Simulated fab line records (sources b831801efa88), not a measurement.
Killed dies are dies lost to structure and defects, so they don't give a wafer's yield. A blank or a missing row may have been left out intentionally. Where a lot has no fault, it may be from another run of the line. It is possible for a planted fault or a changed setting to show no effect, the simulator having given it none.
The tool behind it: which one? || flow sky130 || 12 lots, 36 wafers sampled, at 2 steps of a route of 708

== WHAT THE GAUGES SHOWED, per wafer ==
SKY_VIA2_THK_MEAS_01.
{"lot": "L075", "measured": "day 35 10:56", "on": "film metro-02", "VIA2_HDPCVD_THK (nm)": "1193 1175 1175"}
{"lot": "L077", "measured": "day 35 23:36", "on": "film metro-02", "VIA2_HDPCVD_THK (nm)": "1175 1171 1167"}
{"lot": "L079", "measured": "day 36 15:47", "on": "film metro-01", "VIA2_HDPCVD_THK (nm)": "1169 1169 1168"}
{"lot": "L081", "measured": "day 37 14:06", "on": "film metro-02", "VIA2_HDPCVD_THK (nm)": "1170 1194 1188"}
{"lot": "L084", "measured": "day 38 11:11", "on": "film metro-02", "VIA2_HDPCVD_THK (nm)": "1167 1165 1163"}
{"lot": "L086", "measured": "day 39 13:15", "on": "film metro-02", "VIA2_HDPCVD_THK (nm)": "1172 1181 1181"}
{"lot": "L088", "measured": "day 40 08:07", "on": "film metro-03", "VIA2_HDPCVD_THK (nm)": "1171 1183 1187"}
{"lot": "L089", "measured": "day 40 11:41", "on": "film metro-02", "VIA2_HDPCVD_THK (nm)": "1161 1190 1187"}
{"lot": "L091", "measured": "day 40 23:35", "on": "film metro-03", "VIA2_HDPCVD_THK (nm)": "1176 1186 1178"}
{"lot": "L093", "measured": "day 41 07:13", "on": "film metro-03", "VIA2_HDPCVD_THK (nm)": "1165 1172 1178"}
{"lot": "L095", "measured": "day 41 11:57", "on": "film metro-02", "VIA2_HDPCVD_THK (nm)": "1200 1198 1182"}
{"lot": "L097", "measured": "day 42 06:01", "on": "film metro-02", "VIA2_HDPCVD_THK (nm)": "1189 1197 1161"}

== WHICH TOOL RAN EACH LOT (tool, then ch and the chambers of the sampled wafers, then the start) ==
{"lot": "L075", "SKY_METAL2_SPUTTER_01": "pvd sputter-02, day 34 06:38"}
{"lot": "L077", "SKY_METAL2_SPUTTER_01": "pvd sputter-04, day 34 20:13"}
{"lot": "L079", "SKY_METAL2_SPUTTER_01": "pvd sputter-02, day 35 12:13"}
{"lot": "L081", "SKY_METAL2_SPUTTER_01": "pvd sputter-01, day 36 11:43"}
{"lot": "L084", "SKY_METAL2_SPUTTER_01": "pvd sputter-04, day 37 08:37"}
{"lot": "L086", "SKY_METAL2_SPUTTER_01": "pvd sputter-02, day 38 10:11"}
{"lot": "L088", "SKY_METAL2_SPUTTER_01": "pvd sputter-01, day 39 06:31"}
{"lot": "L089", "SKY_METAL2_SPUTTER_01": "pvd sputter-02, day 39 09:05"}
{"lot": "L091", "SKY_METAL2_SPUTTER_01": "pvd sputter-04, day 39 20:50"}
{"lot": "L093", "SKY_METAL2_SPUTTER_01": "pvd sputter-02, day 40 05:13"}
{"lot": "L095", "SKY_METAL2_SPUTTER_01": "pvd sputter-02, day 40 10:29"}
{"lot": "L097", "SKY_METAL2_SPUTTER_01": "pvd sputter-01, day 41 05:28"}
- SKY_METAL2_SPUTTER_01: material TiN, target thk 20 nm, time 16.7 s.

== THE ANSWER, worked out from the rows above alone ==
Rule: the lots themselves supply what counts as usual. The widest of any qualifying gaps counts: lots, ordered by their means at a reading, are off when they make up no more than a third of the lots, leave a main group of 4 or more, and stand apart from it by 3 or more times the standard deviation of that group's means. If all means in a main group match to the digits the tables above print for the reading, that group is not used. A lot without any number at a reading at which 4 lots or more have one is off too. The other lots that the step has rows for count as sound.
Across all readings shown, no lot is off: no conclusion can be drawn from this.

== WHAT WAS PUT IN BY THE SIMULATOR ==
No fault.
